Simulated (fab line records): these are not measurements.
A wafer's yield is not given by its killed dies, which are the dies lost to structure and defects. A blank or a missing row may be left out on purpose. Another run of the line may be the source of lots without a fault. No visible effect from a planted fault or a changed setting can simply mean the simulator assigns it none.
fab line records | flow gf180mcu
record lots=15 | wafers=45 | lastDay=34
route steps=602 shown M5@533 TOP_METAL@567
lots with no fault: from the same line, run without faults
startH: start of the lot's first displayed wafer, in hours after the record's first day | waitH: time in hours since the lot's previous step | " the same as in the row above | L1.1+2: several wafers, shown together as one row | - no value present, or no start provided | * or withheld: withheld | < > ~ a bound
route shown NAME@n: names a module that has steps shown in the file, with the first one's number in the route | usual: mean/standard deviation taken from wafers without a fault | same: alike in all rows | chamber/n: place in a boat | sites: per-site readings | _std_site: how widely they spread, as a standard deviation | _edge_site: mean of outer sites minus mean of inner sites | radiusMm: how far each site lies from the wafer's centre | mask NAME#n: copy n | behind: the last tool/chamber to shape the wafer | hold: the reason the lot was held/the length of the hold in hours/how it ended | device: which transistor (n, p or np) failed to switch | end of line: tests run on the same wafers once the route is complete | for a step that has no rows: nothing shown but its recipe | killed: not the wafer's yield, but the dies lost to structure and defects at the first sort | map: a wafer's dies, marking killed ones x, the rest . and places with no die _
set.NAME: the setting as run; set.NAME@STEP: as run at that earlier step | model.NAME: the simulator's own value behind a step, which no gauge read
route steps across a sampled set of lots; one table per step, one row per wafer
services: a tool's chamber out of use, with start hour (startH, from the record's first day; less than 0 if before it), hours out, and reason
## steps
# step GF_M5_CD_MEAS_07
# recipe targetCdNm=280
# usual cdNm=279.8/0.95
lot.wafer | tool     | chamber | startH | waitH | cdNm
L154.1    | cdSem-01 | -       | 605.47 | 0.1   | 276.9
L154.3    | "        | -       | "      | "     | 278.5
L154.5    | "        | -       | "      | "     | 279.1
L155.2    | cdSem-01 | -       | 613.99 | 0.1   | 279.6
L155.4    | "        | -       | "      | "     | 280.9
L155.6    | "        | -       | "      | "     | 281.1
L156.2    | cdSem-01 | -       | 621.39 | 0.1   | 278.3
L156.5    | "        | -       | "      | "     | 278.7
L156.6    | "        | -       | "      | "     | 278.7
L157.3    | cdSem-02 | -       | 630.81 | 0.1   | 278.3
L157.4    | "        | -       | "      | "     | 279.7
L157.6    | "        | -       | "      | "     | 278.8
L158.4    | cdSem-02 | -       | 639.93 | 0.1   | 279.5
L158.5    | "        | -       | "      | "     | 279.7
L158.6    | "        | -       | "      | "     | 279.9
L162.1    | cdSem-01 | -       | 669.57 | 0.1   | 280.1
L162.2    | "        | -       | "      | "     | 279.7
L162.5    | "        | -       | "      | "     | 280.5
L163.1    | cdSem-01 | -       | 680.17 | 0.1   | 279.8
L163.2    | "        | -       | "      | "     | 280.3
L163.4    | "        | -       | "      | "     | 280.5
L164.1    | cdSem-01 | -       | 680.65 | 0.2   | 279.9
L164.2    | "        | -       | "      | "     | 280.2
L164.5    | "        | -       | "      | "     | 279.9
L165.1    | cdSem-01 | -       | 695.77 | 0.1   | 280.1
L165.4    | "        | -       | "      | "     | 280.4
L165.5    | "        | -       | "      | "     | 280.3
L171.1    | cdSem-02 | -       | 731.21 | 0.1   | 280.4
L171.2    | "        | -       | "      | "     | 281.2
L171.3    | "        | -       | "      | "     | 280.6
L172.3    | cdSem-01 | -       | 739.05 | 0.1   | 280.5
L172.5    | "        | -       | "      | "     | 279.8
L172.6    | "        | -       | "      | "     | 281.3
L173.1    | cdSem-02 | -       | 742.75 | 0.1   | 280.9
L173.4    | "        | -       | "      | "     | 279.6
L173.6    | "        | -       | "      | "     | 280.5
L174.2    | cdSem-02 | -       | 749.69 | 0.1   | 281.7
L174.4    | "        | -       | "      | "     | 280.2
L174.5    | "        | -       | "      | "     | 281.3
L175.1    | cdSem-01 | -       | 753.77 | 0.1   | 279.8
L175.2    | "        | -       | "      | "     | 280.5
L175.5    | "        | -       | "      | "     | 281.0
L176.2    | cdSem-02 | -       | 758.69 | 0.1   | 279.3
L176.5    | "        | -       | "      | "     | 280.4
L176.6    | "        | -       | "      | "     | 280.4
# step GF_TOP_METAL_SPUTTER_00
# recipe material=Ti | targetThkNm=37.5 | arrivingIonEnergyEv=80 | substrateTempC=200 | chamberPressurePa=1.93 | powerW=4000 | timeS=150
# usual cathodeDcPowerW=4000.0/0.73 | chamberPressurePa=1.930/0.0038 | throttleValvePct=30.0/0.9
lot.wafer | tool          | chamber | startH | waitH | cathodeDcPowerW | chamberPressurePa | throttleValvePct
L154.1    | pvdSputter-04 | -       | 629.29 | 0.2   | 3999.2          | 1.925             | 30.2
L154.3    | "             | -       | "      | "     | 4001.0          | 1.931             | 30.9
L154.5    | "             | -       | "      | "     | 3999.5          | 1.936             | 30.3
L155.2    | pvdSputter-04 | -       | 637.03 | 0.2   | 4000.9          | 1.926             | 30.2
L155.4    | "             | -       | "      | "     | 4000.8          | 1.925             | 30.5
L155.6    | "             | -       | "      | "     | 3999.0          | 1.935             | 30.7
L156.2    | pvdSputter-04 | -       | 644.40 | 0.2   | 3999.7          | 1.930             | 30.3
L156.5    | "             | -       | "      | "     | 3999.1          | 1.930             | 29.6
L156.6    | "             | -       | "      | "     | 3999.0          | 1.934             | 30.3
L157.3    | pvdSputter-03 | -       | 652.99 | 0.2   | 4001.0          | 1.928             | 29.9
L157.4    | "             | -       | "      | "     | 3999.4          | 1.926             | 28.8
L157.6    | "             | -       | "      | "     | 4000.5          | 1.932             | 30.1
L158.4    | pvdSputter-04 | -       | 663.04 | 0.2   | 3999.8          | 1.931             | 30.7
L158.5    | "             | -       | "      | "     | 3999.6          | 1.934             | 30.4
L158.6    | "             | -       | "      | "     | 4000.5          | 1.927             | 30.4
L162.1    | pvdSputter-03 | -       | 691.49 | 0.1   | 4000.0          | 1.932             | 28.9
L162.2    | "             | -       | "      | "     | 3999.1          | 1.933             | 30.0
L162.5    | "             | -       | "      | "     | 4000.3          | 1.931             | 31.7
L163.1    | pvdSputter-02 | -       | 701.69 | 0.1   | -               | -                 | -
L163.2    | "             | -       | "      | "     | -               | -                 | -
L163.4    | "             | -       | "      | "     | -               | -                 | -
L164.1    | pvdSputter-02 | -       | 703.42 | 0.2   | -               | -                 | -
L164.2    | "             | -       | "      | "     | -               | -                 | -
L164.5    | "             | -       | "      | "     | -               | -                 | -
L165.1    | pvdSputter-04 | -       | 716.41 | 0.2   | -               | -                 | -
L165.4    | "             | -       | "      | "     | -               | -                 | -
L165.5    | "             | -       | "      | "     | -               | -                 | -
L171.1    | pvdSputter-03 | -       | 751.16 | 0.2   | 4000.1          | 1.927             | 30.0
L171.2    | "             | -       | "      | "     | 3999.7          | 1.923             | 28.7
L171.3    | "             | -       | "      | "     | 3999.4          | 1.933             | 31.6
L172.3    | pvdSputter-04 | -       | 758.19 | 0.2   | 4000.5          | 1.931             | 30.0
L172.5    | "             | -       | "      | "     | 4000.3          | 1.931             | 30.2
L172.6    | "             | -       | "      | "     | 3999.3          | 1.935             | 30.0
L173.1    | pvdSputter-02 | -       | 762.92 | 0.2   | 4001.3          | 1.928             | 31.0
L173.4    | "             | -       | "      | "     | 4001.4          | 1.932             | 28.7
L173.6    | "             | -       | "      | "     | 3999.9          | 1.932             | 29.5
L174.2    | pvdSputter-02 | -       | 769.42 | 0.2   | 3999.2          | 1.930             | 29.8
L174.4    | "             | -       | "      | "     | 4000.1          | 1.935             | 28.7
L174.5    | "             | -       | "      | "     | 4000.8          | 1.928             | 29.1
L175.1    | pvdSputter-03 | -       | 772.92 | 0.1   | 3999.1          | 1.928             | 30.0
L175.2    | "             | -       | "      | "     | 4000.7          | 1.936             | 31.5
L175.5    | "             | -       | "      | "     | 3999.8          | 1.932             | 30.1
L176.2    | pvdSputter-04 | -       | 778.15 | 0.2   | 3999.8          | 1.932             | 29.8
L176.5    | "             | -       | "      | "     | 3999.9          | 1.931             | 30.6
L176.6    | "             | -       | "      | "     | 3999.7          | 1.931             | 30.5
# step GF_TOP_METAL_SPUTTER_04
# recipe material=TiN | targetThkNm=25 | powerW=6500 | timeS=20.8 | chamberPressurePa=0.4
# usual cathodeDcPowerW=6500.1/1.2 | chamberPressurePa=0.4001/0.00078 | throttleValvePct=30.0/0.88
lot.wafer | tool          | chamber | startH | waitH | cathodeDcPowerW | chamberPressurePa | throttleValvePct
L154.1    | pvdSputter-04 | -       | 629.48 | 0.0   | 6498.3          | 0.3998            | 30.3
L154.3    | "             | -       | "      | "     | 6499.7          | 0.4006            | 30.8
L154.5    | "             | -       | "      | "     | 6500.8          | 0.3997            | 30.1
L155.2    | pvdSputter-04 | -       | 637.22 | 0.0   | 6499.0          | 0.4007            | 30.2
L155.4    | "             | -       | "      | "     | 6498.6          | 0.3999            | 30.4
L155.6    | "             | -       | "      | "     | 6500.6          | 0.3999            | 31.0
L156.2    | pvdSputter-04 | -       | 644.59 | 0.0   | 6500.6          | 0.3993            | 30.2
L156.5    | "             | -       | "      | "     | 6499.4          | 0.4011            | 29.8
L156.6    | "             | -       | "      | "     | 6499.9          | 0.3999            | 30.3
L157.3    | pvdSputter-03 | -       | 653.18 | 0.0   | 6500.3          | 0.4022            | 30.1
L157.4    | "             | -       | "      | "     | 6499.9          | 0.4013            | 28.8
L157.6    | "             | -       | "      | "     | 6501.4          | 0.3994            | 30.2
L158.4    | pvdSputter-04 | -       | 663.23 | 0.0   | 6498.0          | 0.4006            | 31.1
L158.5    | "             | -       | "      | "     | 6499.5          | 0.3995            | 30.2
L158.6    | "             | -       | "      | "     | 6498.8          | 0.3997            | 30.7
L162.1    | pvdSputter-03 | -       | 691.69 | 0.0   | 6499.4          | 0.4002            | 28.8
L162.2    | "             | -       | "      | "     | 6499.8          | 0.4005            | 30.1
L162.5    | "             | -       | "      | "     | 6502.1          | 0.3994            | 31.5
L163.1    | pvdSputter-02 | -       | 701.88 | 0.0   | 6501.4          | 0.3989            | 28.5
L163.2    | "             | -       | "      | "     | 6497.3          | 0.3988            | 29.0
L163.4    | "             | -       | "      | "     | 6500.7          | 0.3996            | 30.0
L164.1    | pvdSputter-02 | -       | 703.61 | 0.0   | 6497.7          | 0.4017            | 31.2
L164.2    | "             | -       | "      | "     | 6499.8          | 0.3998            | 28.8
L164.5    | "             | -       | "      | "     | 6500.9          | 0.4000            | 29.0
L165.1    | pvdSputter-04 | -       | 716.60 | 0.0   | 6499.7          | 0.4006            | 30.3
L165.4    | "             | -       | "      | "     | 6500.7          | 0.4004            | 30.4
L165.5    | "             | -       | "      | "     | 6499.5          | 0.3986            | 30.8
L171.1    | pvdSputter-03 | -       | 751.35 | 0.0   | 6501.8          | 0.4004            | 29.9
L171.2    | "             | -       | "      | "     | 6498.6          | 0.4007            | 28.7
L171.3    | "             | -       | "      | "     | 6500.7          | 0.4003            | 31.2
L172.3    | pvdSputter-04 | -       | 758.38 | 0.0   | 6501.3          | 0.4004            | 30.0
L172.5    | "             | -       | "      | "     | 6500.8          | 0.4003            | 30.2
L172.6    | "             | -       | "      | "     | 6498.5          | 0.3992            | 29.9
L173.1    | pvdSputter-02 | -       | 763.12 | 0.0   | 6500.2          | 0.4000            | 31.1
L173.4    | "             | -       | "      | "     | 6502.0          | 0.3990            | 28.9
L173.6    | "             | -       | "      | "     | 6501.1          | 0.3994            | 29.0
L174.2    | pvdSputter-02 | -       | 769.61 | 0.0   | 6499.0          | 0.3989            | 29.6
L174.4    | "             | -       | "      | "     | 6499.4          | 0.4002            | 29.0
L174.5    | "             | -       | "      | "     | 6499.4          | 0.4008            | 29.1
L175.1    | pvdSputter-03 | -       | 773.11 | 0.0   | 6503.2          | 0.4014            | 29.6
L175.2    | "             | -       | "      | "     | 6500.1          | 0.3996            | 31.4
L175.5    | "             | -       | "      | "     | 6497.3          | 0.4006            | 30.2
L176.2    | pvdSputter-04 | -       | 778.34 | 0.0   | 6498.7          | 0.4000            | 30.0
L176.5    | "             | -       | "      | "     | 6501.6          | 0.3998            | 30.9
L176.6    | "             | -       | "      | "     | 6499.5          | 0.4000            | 30.6
# step GF_TOP_METAL_METAL_ETCH_16
# recipe chemistry=Cl2/BCl3 | maskMaterial=NOVOLAK | targetDepthNm=1077.5 | stopOn=SiO2 | pressureMtorr=8 | icpW=800 | biasW=135.2 | Cl2_flow_sccm=80 | bcl3FlowSccm=40 | timeS=179.6
# usual drypumpMotorCurrentA=5.9/0.4 | oesProductAu=0.968/0.0067 | throttleValvePct=28.254/0.01
lot.wafer | tool        | chamber | startH | waitH | drypumpMotorCurrentA | oesProductAu | rfHoursCounterH | throttleValvePct
L154.1    | rieMetal-01 | 0       | 649.16 | 0.0   | 5.7                  | 0.967        | 6               | 28.258
L154.3    | "           | 0       | "      | "     | 5.6                  | 0.963        | -               | 28.261
L154.5    | "           | 0       | "      | "     | 5.7                  | 0.966        | -               | 28.259
L155.2    | rieMetal-01 | 0       | 656.94 | 0.0   | 5.7                  | 0.963        | 7               | 28.259
L155.4    | "           | 0       | "      | "     | 5.7                  | 0.968        | -               | 28.268
L155.6    | "           | 0       | "      | "     | 5.7                  | 0.962        | -               | 28.246
L156.2    | rieMetal-02 | 1       | 663.21 | 0.0   | 5.3                  | 0.965        | 12              | 28.253
L156.5    | "           | 1       | "      | "     | 5.3                  | 0.965        | -               | 28.271
L156.6    | "           | 0       | "      | "     | 6.4                  | 0.980        | -               | 28.252
L157.3    | rieMetal-01 | 1       | 672.56 | 0.1   | 6.0                  | 0.971        | -               | 28.261
L157.4    | "           | 0       | "      | "     | 5.7                  | 0.970        | -               | 28.250
L157.6    | "           | 0       | "      | "     | 5.7                  | 0.964        | -               | 28.258
L158.4    | rieMetal-04 | 0       | 682.91 | 0.1   | 5.8                  | 0.950        | -               | 28.269
L158.5    | "           | 1       | "      | "     | 6.2                  | 0.964        | -               | 28.260
L158.6    | "           | 0       | "      | "     | 5.8                  | 0.972        | -               | 28.259
L162.1    | rieMetal-04 | 1       | 710.96 | 0.0   | 6.2                  | 0.964        | 10              | 28.255
L162.2    | "           | 0       | "      | "     | 5.8                  | 0.953        | 2               | 28.276
L162.5    | "           | 1       | "      | "     | 6.2                  | 0.956        | -               | 28.249
L163.1    | rieMetal-01 | 0       | 719.84 | 0.0   | 5.7                  | 0.943        | 9               | 28.300
L163.2    | "           | 1       | "      | "     | 6.1                  | 0.950        | 3               | 28.283
L163.4    | "           | 0       | "      | "     | 5.7                  | 0.944        | -               | 28.274
L164.1    | rieMetal-02 | 0       | 721.71 | 0.0   | 6.3                  | 0.951        | 12              | 28.264
L164.2    | "           | 1       | "      | "     | 5.2                  | 0.942        | 1               | 28.275
L164.5    | "           | 0       | "      | "     | 6.4                  | 0.951        | -               | 28.283
L165.1    | rieMetal-02 | 1       | 734.34 | 0.0   | 5.2                  | 0.944        | 2               | 28.284
L165.4    | "           | 0       | "      | "     | 6.3                  | 0.950        | -               | 28.287
L165.5    | "           | 1       | "      | "     | 5.2                  | 0.948        | -               | 28.279
L171.1    | rieMetal-02 | 0       | 767.69 | 0.0   | 6.4                  | 0.974        | 15              | 28.257
L171.2    | "           | 1       | "      | "     | 5.2                  | 0.971        | 4               | 28.252
L171.3    | "           | 0       | "      | "     | 6.3                  | 0.970        | -               | 28.244
L172.3    | rieMetal-04 | 0       | 774.76 | 0.1   | 5.8                  | 0.963        | -               | 28.259
L172.5    | "           | 0       | "      | "     | 5.8                  | 0.956        | -               | 28.241
L172.6    | "           | 1       | "      | "     | 6.2                  | 0.980        | -               | 28.266
L173.1    | rieMetal-01 | 0       | 778.48 | 0.0   | 5.7                  | 0.964        | 12              | 28.275
L173.4    | "           | 0       | "      | "     | 5.7                  | 0.964        | -               | 28.247
L173.6    | "           | 0       | "      | "     | 5.7                  | 0.955        | -               | 28.257
L174.2    | rieMetal-01 | 0       | 785.46 | 0.0   | 5.7                  | 0.967        | 12              | 28.262
L174.4    | "           | 0       | "      | "     | 5.7                  | 0.968        | -               | 28.268
L174.5    | "           | 0       | "      | "     | 5.7                  | 0.966        | -               | 28.263
L175.1    | rieMetal-01 | 1       | 789.03 | 0.0   | 6.1                  | 0.974        | 7               | 28.254
L175.2    | "           | 0       | "      | "     | 5.7                  | 0.971        | 12              | 28.239
L175.5    | "           | 0       | "      | "     | 5.7                  | 0.978        | -               | 28.262
L176.2    | rieMetal-04 | 1       | 793.53 | 0.0   | 6.2                  | 0.976        | 14              | 28.273
L176.5    | "           | 0       | "      | "     | 5.7                  | 0.965        | -               | 28.257
L176.6    | "           | 1       | "      | "     | 6.2                  | 0.967        | -               | 28.247
# step GF_TOP_METAL_STRIP_17
# recipe chemistry=O2/N2 | powerW=1400 | pressureMtorr=1500 | platenTempC=250 | o2FlowSccm=3000 | n2FlowSccm=300 | overashFraction=0.5
# usual drypumpMotorCurrentA=5.7/0.43 | heaterPowerW=342/44 | oesProductAu=0.711/0.0047 | stripTimeToEndpointS=13.47/0.098
# same overashFraction=0.5
lot.wafer | tool           | chamber | startH | waitH | drypumpMotorCurrentA | heaterPowerW | oesProductAu | rfHoursCounterH | stripTimeToEndpointS
L154.1    | plasmaAsher-02 | 1       | 649.33 | 0.1   | 5.9                  | 353          | 0.712        | 103             | 13.53
L154.3    | "              | 0       | "      | "     | 6.3                  | 392          | 0.718        | -               | 13.47
L154.5    | "              | 1       | "      | "     | 5.9                  | 354          | 0.704        | -               | 13.48
L155.2    | plasmaAsher-01 | 0       | 657.11 | 0.1   | 5.5                  | 346          | 0.707        | 25              | 13.47
L155.4    | "              | 1       | "      | "     | 5.2                  | 389          | 0.715        | -               | 13.53
L155.6    | "              | 1       | "      | "     | 5.2                  | 391          | 0.705        | -               | 13.50
L156.2    | plasmaAsher-02 | 0       | 663.38 | 0.1   | 6.3                  | 391          | 0.713        | 105             | 13.46
L156.5    | "              | 0       | "      | "     | 6.3                  | 385          | 0.709        | -               | 13.45
L156.6    | "              | 1       | "      | "     | 5.9                  | 352          | 0.714        | -               | 13.55
L157.3    | plasmaAsher-01 | 1       | 672.71 | 0.1   | 5.2                  | 392          | 0.716        | -               | 13.30
L157.4    | "              | 0       | "      | "     | 5.4                  | 340          | 0.706        | -               | 13.43
L157.6    | "              | 0       | "      | "     | 5.5                  | 344          | 0.704        | -               | 13.44
L158.4    | plasmaAsher-04 | 0       | 683.06 | 0.1   | 5.3                  | 272          | 0.713        | -               | 13.47
L158.5    | "              | 1       | "      | "     | 6.1                  | 334          | 0.709        | -               | 13.24
L158.6    | "              | 0       | "      | "     | 5.2                  | 273          | 0.707        | -               | 13.36
L162.1    | plasmaAsher-01 | 0       | 711.13 | 0.1   | 5.5                  | 342          | 0.707        | 31              | 13.39
L162.2    | "              | 1       | "      | "     | 5.2                  | 386          | 0.709        | 31              | 13.60
L162.5    | "              | 0       | "      | "     | 5.4                  | 344          | 0.713        | -               | 13.43
L163.1    | plasmaAsher-02 | 1       | 720.01 | 0.1   | 5.9                  | 345          | 0.711        | 111             | 13.66
L163.2    | "              | 0       | "      | "     | 6.3                  | 382          | 0.713        | 111             | 13.44
L163.4    | "              | 1       | "      | "     | 5.9                  | 356          | 0.703        | -               | 13.69
L164.1    | plasmaAsher-02 | 1       | 721.88 | 0.1   | 5.8                  | 356          | 0.710        | 112             | 13.48
L164.2    | "              | 0       | "      | "     | 6.3                  | 389          | 0.709        | 112             | 13.52
L164.5    | "              | 1       | "      | "     | 5.9                  | 358          | 0.713        | -               | 13.55
L165.1    | plasmaAsher-04 | 1       | 734.51 | 0.1   | 6.1                  | 331          | 0.716        | 62              | 13.50
L165.4    | "              | 1       | "      | "     | 6.1                  | 320          | 0.713        | -               | 13.51
L165.5    | "              | 1       | "      | "     | 6.1                  | 332          | 0.707        | -               | 13.53
L171.1    | plasmaAsher-02 | 0       | 767.86 | 0.1   | 6.3                  | 397          | 0.709        | 1               | 13.55
L171.2    | "              | 1       | "      | "     | 5.9                  | 365          | 0.705        | 1               | 13.57
L171.3    | "              | 0       | "      | "     | 6.3                  | 397          | 0.714        | -               | 13.52
L172.3    | plasmaAsher-04 | 1       | 774.91 | 0.1   | 6.1                  | 329          | 0.714        | -               | 13.47
L172.5    | "              | 0       | "      | "     | 5.2                  | 261          | 0.710        | -               | 13.51
L172.6    | "              | 1       | "      | "     | 6.1                  | 331          | 0.705        | -               | 13.32
L173.1    | plasmaAsher-04 | 0       | 778.65 | 0.1   | 5.2                  | 273          | 0.722        | 67              | 13.57
L173.4    | "              | 1       | "      | "     | 6.1                  | 323          | 0.717        | -               | 13.52
L173.6    | "              | 1       | "      | "     | 6.1                  | 333          | 0.721        | -               | 13.62
L174.2    | plasmaAsher-04 | 0       | 785.63 | 0.1   | 5.2                  | 273          | 0.715        | 68              | 13.57
L174.4    | "              | 0       | "      | "     | 5.2                  | 268          | 0.707        | -               | 13.55
L174.5    | "              | 1       | "      | "     | 6.1                  | 332          | 0.717        | -               | 13.56
L175.1    | plasmaAsher-04 | 0       | 789.20 | 0.1   | 5.2                  | 260          | 0.715        | 68              | 13.35
L175.2    | "              | 1       | "      | "     | 6.1                  | 336          | 0.716        | 68              | 13.64
L175.5    | "              | 0       | "      | "     | 5.2                  | 273          | 0.707        | -               | 13.55
L176.2    | plasmaAsher-02 | 1       | 793.70 | 0.1   | 5.8                  | 358          | 0.721        | 4               | 13.36
L176.5    | "              | 0       | "      | "     | 6.3                  | 403          | 0.703        | -               | 13.57
L176.6    | "              | 1       | "      | "     | 5.9                  | 363          | 0.707        | -               | 13.29
## services
tool           | chamber | startH | hours | kind
pvdSputter-02  | 2       | 611.80 | -     | consumableReplace:kit
pvdSputter-02  | 2       | 611.80 | 18.0  | scheduledDown
pvdSputter-02  | 2       | 611.80 | 18.0  | ventCycle
pvdSputter-04  | 2       | 619.17 | -     | consumableReplace:kit
pvdSputter-04  | 2       | 619.17 | 18.0  | scheduledDown
pvdSputter-04  | 2       | 619.17 | 18.0  | ventCycle
pvdSputter-02  | -       | 620.32 | 12.1  | repair
pvdSputter-02  | -       | 632.60 | 5.7   | repair
plasmaAsher-01 | -       | 658.71 | 1.4   | repair
pvdSputter-03  | 0       | 665.89 | -     | consumableReplace:kit
plasmaAsher-04 | -       | 666.78 | 15.6  | pm
rieMetal-04    | -       | 684.68 | 0.3   | repair
pvdSputter-04  | 1       | 690.27 | -     | consumableReplace:kit
pvdSputter-04  | 1       | 690.27 | 18.0  | scheduledDown
pvdSputter-04  | 1       | 690.27 | 18.0  | ventCycle
plasmaAsher-02 | -       | 733.75 | 9.0   | pm
plasmaAsher-02 | -       | 747.92 | 17.5  | pm
plasmaAsher-04 | -       | 769.03 | 3.6   | repair
pvdSputter-03  | -       | 769.73 | 0.9   | repair
plasmaAsher-04 | -       | 774.98 | 2.8   | pm
pvdSputter-04  | 0       | 789.31 | -     | consumableReplace:kit
pvdSputter-04  | 0       | 789.31 | 18.0  | scheduledDown
pvdSputter-04  | 0       | 789.31 | 18.0  | ventCycle
pvdSputter-02  | -       | 791.39 | 1.6   | repair
## key
firstSign step=GF_TOP_METAL_SPUTTER_00 | reading=toolRecord | direction=missing
effect step=GF_TOP_METAL_METAL_ETCH_16 | reading=oesProductAu | direction=down | sigmas=3.1 | usual=0.968 | struck=0.947
metAt GF_TOP_METAL_SPUTTER_00
struckLots L163,L164,L165
laterRowsLeftOut L163.1,L163.2,L163.4,L164.1,L164.2,L164.5,L165.1,L165.4,L165.5
sortLeftOut L163.1,L163.2,L163.4,L164.1,L164.2,L164.5,L165.1,L165.4,L165.5
notActingAt GF_M5_CD_MEAS_07,GF_TOP_METAL_SPUTTER_04,GF_TOP_METAL_STRIP_17
onsetBetween 663.04 701.69
fault kind=skippedStepWhole | tool=pvdSputter-02,pvdSputter-04 | chamber=- | onsetH=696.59 | steps=GF_TOP_METAL_SPUTTER_00 | scope=struckLotsOnly
# sortLeftOut: the simulated sort isn't trusted on such a fault, so these wafers' sort isn't shown, and their yield isn't known
# laterRowsLeftOut: the simulator's readings of these wafers behind a module that went badly wrong aren't trusted and aren't shown, but for the sort
